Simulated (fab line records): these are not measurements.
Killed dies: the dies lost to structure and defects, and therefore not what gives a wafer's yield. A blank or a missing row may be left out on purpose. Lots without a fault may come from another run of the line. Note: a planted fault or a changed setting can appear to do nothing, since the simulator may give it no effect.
Which tool was responsible? / flow gf180mcu / Sampling: 12 lots, 36 wafers, 4 of 602 route steps

## WHAT EACH GAUGE READ, for each wafer
GF_HV_LDD_CD_MEAS_19: the cd target is 400 nm. Usual: 404.7 nm for cd nm, sd 2.2.
lot=L131; measured=day 11 02:57; on=cd sem-01; cd nm (nm)=403.3 402.9 404.2; flag=
lot=L132; measured=day 11 10:36; on=cd sem-02; cd nm (nm)=401.9 403.1 401.3; flag=
lot=L137; measured=day 12 20:26; on=cd sem-02; cd nm (nm)=404.7 404.7 403.0; flag=
lot=L138; measured=day 13 05:38; on=cd sem-01; cd nm (nm)=407.0 409.2 407.8; flag=
lot=L141; measured=day 14 09:51; on=cd sem-02; cd nm (nm)=405.6 404.3 403.7; flag=
lot=L145; measured=day 15 15:03; on=cd sem-01; cd nm (nm)=403.3 402.9 406.7; flag=
lot=L146; measured=day 15 19:49; on=cd sem-02; cd nm (nm)=403.9 405.3 401.8; flag=
lot=L147; measured=day 15 22:58; on=cd sem-01; cd nm (nm)=404.3 403.2 401.5; flag=
lot=L148; measured=day 16 08:59; on=cd sem-01; cd nm (nm)=402.3 402.6 402.7; flag=
lot=L149; measured=day 16 16:14; on=cd sem-02; cd nm (nm)=404.9 404.7 403.4; flag=
lot=L150; measured=day 17 03:04; on=cd sem-02; cd nm (nm)=405.8 403.7 405.0; flag=
lot=L152; measured=day 17 16:04; on=cd sem-02; cd nm (nm)=404.0 402.7 405.9; flag=

## WHAT TOOL EACH LOT RAN ON (gives the tool, then ch and the chambers of the sampled wafers, and finally the start)
lot=L131; GF_VT_IMPLANT_STRIP_09=plasma asher-03 ch 0,1, day 5 22:49; GF_VT_IMPLANT_STRIP_42=plasma asher-04 ch 0,1, day 7 21:35; GF_DUAL_GATE_OXIDATION_15=furnace-02 ch 0, day 8 17:23
lot=L132; GF_VT_IMPLANT_STRIP_09=plasma asher-03 ch 0,1, day 6 04:48; GF_VT_IMPLANT_STRIP_42=plasma asher-04 ch 0,1, day 8 04:26; GF_DUAL_GATE_OXIDATION_15=furnace-02 ch 0, day 9 00:33
lot=L137; GF_VT_IMPLANT_STRIP_09=plasma asher-04 ch 0,1, day 7 09:23; GF_VT_IMPLANT_STRIP_42=plasma asher-03 ch 0,1, day 9 10:50; GF_DUAL_GATE_OXIDATION_15=furnace-02 ch 0, day 10 06:46
lot=L138; GF_VT_IMPLANT_STRIP_09=plasma asher-04 ch 0,1, day 7 17:34; GF_VT_IMPLANT_STRIP_42=plasma asher-02 ch 0,1, day 9 19:25; GF_DUAL_GATE_OXIDATION_15=furnace-02 ch 0, day 10 15:37
lot=L141; GF_VT_IMPLANT_STRIP_09=plasma asher-03 ch 0,1, day 8 14:05; GF_VT_IMPLANT_STRIP_42=plasma asher-03 ch 0,1, day 10 19:22; GF_DUAL_GATE_OXIDATION_15=furnace-01 ch 0, day 11 16:31
lot=L145; GF_VT_IMPLANT_STRIP_09=plasma asher-04 ch 0,1, day 9 13:07; GF_VT_IMPLANT_STRIP_42=plasma asher-02 ch 0,1, day 11 19:16; GF_DUAL_GATE_OXIDATION_15=furnace-01 ch 0, day 12 18:28
lot=L146; GF_VT_IMPLANT_STRIP_09=plasma asher-04 ch 1, day 9 18:28; GF_VT_IMPLANT_STRIP_42=plasma asher-02 ch 0,1, day 12 00:49; GF_DUAL_GATE_OXIDATION_15=furnace-02 ch 0, day 12 23:52
lot=L147; GF_VT_IMPLANT_STRIP_09=plasma asher-04 ch 0,1, day 10 00:13; GF_VT_IMPLANT_STRIP_42=plasma asher-04 ch 0, day 12 06:31; GF_DUAL_GATE_OXIDATION_15=furnace-02 ch 0, day 13 04:58
lot=L148; GF_VT_IMPLANT_STRIP_09=plasma asher-03 ch 0,1, day 10 05:17; GF_VT_IMPLANT_STRIP_42=plasma asher-02 ch 0,1, day 12 13:19; GF_DUAL_GATE_OXIDATION_15=furnace-02 ch 0, day 13 12:04
lot=L149; GF_VT_IMPLANT_STRIP_09=plasma asher-04 ch 0,1, day 10 10:52; GF_VT_IMPLANT_STRIP_42=plasma asher-04 ch 0,1, day 12 19:43; GF_DUAL_GATE_OXIDATION_15=furnace-02 ch 0, day 13 19:20
lot=L150; GF_VT_IMPLANT_STRIP_09=plasma asher-04 ch 0,1, day 10 21:05; GF_VT_IMPLANT_STRIP_42=plasma asher-04 ch 0,1, day 13 06:59; GF_DUAL_GATE_OXIDATION_15=furnace-02 ch 0, day 14 05:42
lot=L152; GF_VT_IMPLANT_STRIP_09=plasma asher-02 ch 0,1, day 11 05:05; GF_VT_IMPLANT_STRIP_42=plasma asher-02 ch 0,1, day 13 16:19; GF_DUAL_GATE_OXIDATION_15=furnace-02 ch 0, day 14 16:02
- GF_VT_IMPLANT_STRIP_09: strips in O2/N2.
- GF_VT_IMPLANT_STRIP_42: strips in O2/N2.
- GF_DUAL_GATE_OXIDATION_15: stabilise 600 s, purge 300 s, target thk 7.098 nm.

## AS READ BY THE TOOLS THEMSELVES (means over the sampled wafers that have a number; for cases with no such wafer, the mark the record gives instead)
GF_VT_IMPLANT_STRIP_09. Usual: drypump motor current A 5.75 A, standard deviation 0.24; heater power w 367 W, standard deviation 21; n2 flow sccm 299.9 sccm, standard deviation 0.89; oes product au 0.716 a.u., standard deviation 0.0044; strip time to endpoint s 12.61 s, standard deviation 0.035.
lot=L131; tool=plasma asher-03; drypump motor current A (A)=5.75; heater power w (W)=361; n2 flow sccm (sccm)=299.4; oes product au (a.u.)=0.717; strip time to endpoint s (s)=12.56; flag=
lot=L132; tool=plasma asher-03; drypump motor current A (A)=5.75; heater power w (W)=365; n2 flow sccm (sccm)=300.3; oes product au (a.u.)=0.714; strip time to endpoint s (s)=12.62; flag=
lot=L137; tool=plasma asher-04; drypump motor current A (A)=5.67; heater power w (W)=394; n2 flow sccm (sccm)=299.3; oes product au (a.u.)=0.712; strip time to endpoint s (s)=12.58; flag=
lot=L138; tool=plasma asher-04; drypump motor current A (A)=5.67; heater power w (W)=395; n2 flow sccm (sccm)=299.9; oes product au (a.u.)=0.717; strip time to endpoint s (s)=12.58; flag=
lot=L141; tool=plasma asher-03; drypump motor current A (A)=5.92; heater power w (W)=366; n2 flow sccm (sccm)=300.2; oes product au (a.u.)=0.717; strip time to endpoint s (s)=12.60; flag=
lot=L145; tool=plasma asher-04; drypump motor current A (A)=5.63; heater power w (W)=379; n2 flow sccm (sccm)=300.3; oes product au (a.u.)=0.717; strip time to endpoint s (s)=12.57; flag=
lot=L146; tool=plasma asher-04; drypump motor current A (A)=5.59; heater power w (W)=357; n2 flow sccm (sccm)=300.1; oes product au (a.u.)=0.717; strip time to endpoint s (s)=12.64; flag=
lot=L147; tool=plasma asher-04; drypump motor current A (A)=5.68; heater power w (W)=395; n2 flow sccm (sccm)=300.2; oes product au (a.u.)=0.714; strip time to endpoint s (s)=12.60; flag=
lot=L148; tool=plasma asher-03; drypump motor current A (A)=5.91; heater power w (W)=362; n2 flow sccm (sccm)=300.2; oes product au (a.u.)=0.712; strip time to endpoint s (s)=12.59; flag=
lot=L149; tool=plasma asher-04; drypump motor current A (A)=5.66; heater power w (W)=393; n2 flow sccm (sccm)=299.8; oes product au (a.u.)=0.719; strip time to endpoint s (s)=12.61; flag=
lot=L150; tool=plasma asher-04; drypump motor current A (A)=5.67; heater power w (W)=392; n2 flow sccm (sccm)=298.8; oes product au (a.u.)=0.713; strip time to endpoint s (s)=12.62; flag=
lot=L152; tool=plasma asher-02; drypump motor current A (A)=5.84; heater power w (W)=346; n2 flow sccm (sccm)=299.5; oes product au (a.u.)=0.716; strip time to endpoint s (s)=12.65; flag=

GF_VT_IMPLANT_STRIP_42. Usual: drypump motor current A 5.74 A, standard deviation 0.25; heater power w 365 W, standard deviation 22; n2 flow sccm 299.9 sccm, standard deviation 0.86; oes product au 0.716 a.u., standard deviation 0.0047; strip time to endpoint s 12.63 s, standard deviation 0.049.
lot=L131; tool=plasma asher-04; drypump motor current A (A)=5.62; heater power w (W)=372; n2 flow sccm (sccm)=299.8; oes product au (a.u.)=0.713; strip time to endpoint s (s)=12.63; flag=
lot=L132; tool=plasma asher-04; drypump motor current A (A)=5.62; heater power w (W)=375; n2 flow sccm (sccm)=299.2; oes product au (a.u.)=0.715; strip time to endpoint s (s)=12.56; flag=
lot=L137; tool=plasma asher-03; drypump motor current A (A)=5.88; heater power w (W)=361; n2 flow sccm (sccm)=299.1; oes product au (a.u.)=0.716; strip time to endpoint s (s)=12.58; flag=
lot=L138; tool=plasma asher-02; drypump motor current A (A)=5.84; heater power w (W)=346; n2 flow sccm (sccm)=300.6; oes product au (a.u.)=0.715; strip time to endpoint s (s)=12.63; flag=
lot=L141; tool=plasma asher-03; drypump motor current A (A)=5.74; heater power w (W)=365; n2 flow sccm (sccm)=299.7; oes product au (a.u.)=0.714; strip time to endpoint s (s)=12.68; flag=
lot=L145; tool=plasma asher-02; drypump motor current A (A)=5.87; heater power w (W)=350; n2 flow sccm (sccm)=299.7; oes product au (a.u.)=0.720; strip time to endpoint s (s)=12.60; flag=
lot=L146; tool=plasma asher-02; drypump motor current A (A)=5.63; heater power w (W)=351; n2 flow sccm (sccm)=299.9; oes product au (a.u.)=0.713; strip time to endpoint s (s)=12.63; flag=
lot=L147; tool=plasma asher-04; drypump motor current A (A)=5.72; heater power w (W)=406; n2 flow sccm (sccm)=301.1; oes product au (a.u.)=0.717; strip time to endpoint s (s)=12.53; flag=
lot=L148; tool=plasma asher-02; drypump motor current A (A)=5.84; heater power w (W)=341; n2 flow sccm (sccm)=300.5; oes product au (a.u.)=0.716; strip time to endpoint s (s)=12.62; flag=
lot=L149; tool=plasma asher-04; drypump motor current A (A)=5.67; heater power w (W)=391; n2 flow sccm (sccm)=299.2; oes product au (a.u.)=0.718; strip time to endpoint s (s)=12.60; flag=
lot=L150; tool=plasma asher-04; drypump motor current A (A)=5.63; heater power w (W)=375; n2 flow sccm (sccm)=299.8; oes product au (a.u.)=0.717; strip time to endpoint s (s)=12.67; flag=
lot=L152; tool=plasma asher-02; drypump motor current A (A)=5.62; heater power w (W)=360; n2 flow sccm (sccm)=299.5; oes product au (a.u.)=0.720; strip time to endpoint s (s)=12.67; flag=

GF_DUAL_GATE_OXIDATION_15. Usual: spike tc bottom C 867.9 C, standard deviation 1.2; spike tc centre C 850.6 C, standard deviation 1.1; spike tc lower C 850.3 C, standard deviation 1.1; spike tc top C 860.0 C, standard deviation 1.2; spike tc upper C 851.7 C, standard deviation 1.1; zone power bottom pct 27.9 %, standard deviation 0.34.
lot=L131; tool=furnace-02; spike tc bottom C (C)=868.4; spike tc centre C (C)=849.6; spike tc lower C (C)=849.4; spike tc top C (C)=858.5; spike tc upper C (C)=851.9; zone power bottom pct (%)=27.7; flag=
lot=L132; tool=furnace-02; spike tc bottom C (C)=867.9; spike tc centre C (C)=850.5; spike tc lower C (C)=849.2; spike tc top C (C)=859.5; spike tc upper C (C)=851.3; zone power bottom pct (%)=27.5; flag=
lot=L137; tool=furnace-02; spike tc bottom C (C)=848.1; spike tc centre C (C)=830.0; spike tc lower C (C)=829.9; spike tc top C (C)=838.9; spike tc upper C (C)=831.2; zone power bottom pct (%)=26.4; flag=OFF
lot=L138; tool=furnace-02; spike tc bottom C (C)=847.7; spike tc centre C (C)=829.8; spike tc lower C (C)=829.6; spike tc top C (C)=839.3; spike tc upper C (C)=830.5; zone power bottom pct (%)=26.7; flag=OFF
lot=L141; tool=furnace-01; spike tc bottom C (C)=867.2; spike tc centre C (C)=851.3; spike tc lower C (C)=851.0; spike tc top C (C)=859.8; spike tc upper C (C)=852.2; zone power bottom pct (%)=28.4; flag=
lot=L145; tool=furnace-01; spike tc bottom C (C)=867.5; spike tc centre C (C)=850.3; spike tc lower C (C)=851.1; spike tc top C (C)=860.9; spike tc upper C (C)=852.5; zone power bottom pct (%)=27.8; flag=
lot=L146; tool=furnace-02; spike tc bottom C (C)=867.4; spike tc centre C (C)=849.1; spike tc lower C (C)=849.3; spike tc top C (C)=860.2; spike tc upper C (C)=852.3; zone power bottom pct (%)=27.7; flag=
lot=L147; tool=furnace-02; spike tc bottom C (C)=868.9; spike tc centre C (C)=850.8; spike tc lower C (C)=849.7; spike tc top C (C)=859.5; spike tc upper C (C)=852.5; zone power bottom pct (%)=27.8; flag=
lot=L148; tool=furnace-02; spike tc bottom C (C)=868.6; spike tc centre C (C)=850.8; spike tc lower C (C)=850.6; spike tc top C (C)=860.5; spike tc upper C (C)=850.6; zone power bottom pct (%)=27.6; flag=
lot=L149; tool=furnace-02; spike tc bottom C (C)=869.3; spike tc centre C (C)=850.8; spike tc lower C (C)=849.4; spike tc top C (C)=860.1; spike tc upper C (C)=851.1; zone power bottom pct (%)=27.5; flag=
lot=L150; tool=furnace-02; spike tc bottom C (C)=867.8; spike tc centre C (C)=850.3; spike tc lower C (C)=849.8; spike tc top C (C)=859.3; spike tc upper C (C)=852.1; zone power bottom pct (%)=27.9; flag=
lot=L152; tool=furnace-02; spike tc bottom C (C)=868.2; spike tc centre C (C)=851.1; spike tc lower C (C)=850.0; spike tc top C (C)=859.9; spike tc upper C (C)=851.7; zone power bottom pct (%)=27.7; flag=

## THE ANSWER, worked out from the rows above alone
Rule: lot off if the mean of its wafers having a number is beyond 3 standard deviations from the usual mean. A lot without any number at a reading at which 4 lots or more have one is off too. All remaining lots with rows at the step are treated as sound. After the gauges, taken in route order, come the tools' own readings; for these a lot's mean is taken, as printed above. At the first step where some lot is off, the reading lying furthest off is the one used; lots without a number count as furthest.
Off: L137, L138, at GF_DUAL_GATE_OXIDATION_15 (spike tc upper C).
A tool fits if, at that step or a process step before it, it ran every lot that is off, and no sound lot after the first of them. Not one of the candidates tried fits.

## WHAT THE SIMULATOR HAD PUT IN
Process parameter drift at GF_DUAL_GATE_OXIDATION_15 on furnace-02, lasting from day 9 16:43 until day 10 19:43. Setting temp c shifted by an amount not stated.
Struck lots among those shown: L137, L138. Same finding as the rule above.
